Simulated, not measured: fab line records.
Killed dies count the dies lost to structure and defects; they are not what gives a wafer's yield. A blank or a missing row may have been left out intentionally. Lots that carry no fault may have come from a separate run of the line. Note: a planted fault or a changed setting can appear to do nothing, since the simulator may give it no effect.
Problem report, 8D (eight disciplines) form, completed by code ; flow gf180mcu ; the parts of the form that need people (team, actions taken, sign-off) are left out

== 1. PROBLEM STATEMENT ==
Wafers free of any fault read 601 nm (standard deviation 6.7) for V1_CVD_00_THK at GF_V1_THK_MEAS_01, against a mean of 305 nm on 2 wafers of 2 lots. Relative to the usual mean, that is a shift of -44 standard deviations.
Seen first at day 19 20:07 on film_metro-03, wafer L378.2. The record holds 35 wafers of 12 lots with a number at this step. By rule, "out" or "out of limits" means more than 4 standard deviations away from the usual mean. The rest of the wafers with a number are treated as sound.

== 2. WHAT THIS IS AND IS NOT ==
question;is;is not
which readings at this step;V1_CVD_00_THK;-
which lots;L378, L380;L372, L373, L374, L375, L376, L388, L390, L391, L392, L394
which wafers of those lots;L378.2, L380.2;L378.4, L380.1, L380.5
read on which gauges;film_metro-03;film_metro-01, film_metro-02
when;from day 19 20:07;"up to then (16 sound wafers); but 17 sound wafers of L380, L388, L390, L391, L392, L394 came after"

== 3. THE SUSPECTS, EACH WITH WHAT RULES IT OUT ==
Counting: a tool at a process step up to the reading stays a suspect if it ran every lot that is out. Sound lots after the first of them don't rule it out here, since some wafers of a struck lot are sound.
- the gauge at GF_V1_THK_MEAS_01 is ruled out. All the wafers that are out were read on film_metro-03, but those of them that GF_V1_CVD_00 has rows for are out there too, on other tools.
- rie_diel-02 at GF_CONTACT_ETCH_16 (etches BARC in N2/H2): kept. Every lot that is out went through it, the first being L378 (day 18 17:20); the last sound lot it ran before that was L376 (day 17 22:11).
- hdpcvd-01 at GF_V1_CVD_00 (deposits SiO2, target thk 600 nm, time 100 s): kept. Every lot that is out went through it, the first being L378 (day 19 20:02); the last sound lot it ran before that was L376 (day 18 23:59). Its own sih4_flow_sccm readings are out on those wafers.
- rie_diel-02, GF_CONTACT_ETCH_16: wafers that are out in chamber 0, sound lot-mates in chambers 1, 2, 3.
- hdpcvd-01, GF_V1_CVD_00: wafers that are out in chamber 0, sound lot-mates in chambers 1, 2.
The count leaves hdpcvd-01 at GF_V1_CVD_00 and rie_diel-02 at GF_CONTACT_ETCH_16.

== 4. THE CAUSE (what the simulator had put in) ==
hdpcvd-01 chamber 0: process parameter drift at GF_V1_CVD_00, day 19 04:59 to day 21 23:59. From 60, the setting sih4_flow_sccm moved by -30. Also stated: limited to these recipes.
Counting left 2 suspects, and this tool is among them.

== 5. THE CHAIN OF EFFECTS, in route order ==
Each row: a reading whose mean over the struck wafers that have a number lies more than 3 standard deviations from the usual. Only readings for which the record gives a usual standard deviation are gone through. hours: the time from each lot's start at the first step in this table that gives one to its start at this step, as a median over the lots. sigmas: the change in usual standard deviations.
hours;step;reading;usual;on struck wafers;change;sigmas
0;GF_V1_CVD_00;sih4_flow_sccm;60.01 sccm;30.12;-29.89;-99 or more
0;GF_V1_THK_MEAS_01;V1_CVD_00_THK;601 nm;305;-296;-44
Process steps it contains:
- GF_V1_CVD_00: deposits SiO2, target thk 600 nm, time 100 s.
Later measuring or inspecting steps at which every struck wafer that the step has a row for has a number for every such reading, and none has moved that far: GF_V1_CD_MEAS_14.

== 6. HOW IT WOULD HAVE BEEN CAUGHT EARLIER ==
Counted from the fault's start at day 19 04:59, it took 15 hours until the first out-of-limits reading at a measuring or inspecting step in this record, taken at day 19 20:07.
The tool's own readings at GF_V1_CVD_00 were out on every struck wafer that the step has a row for (sih4_flow_sccm): an alarm limit on them would have fired on the first of those.
Lots out: 2; of these, L380 started GF_V1_CVD_00 on hdpcvd-01 after day 19 20:07. A tool hold placed at that time would have kept it from harm.
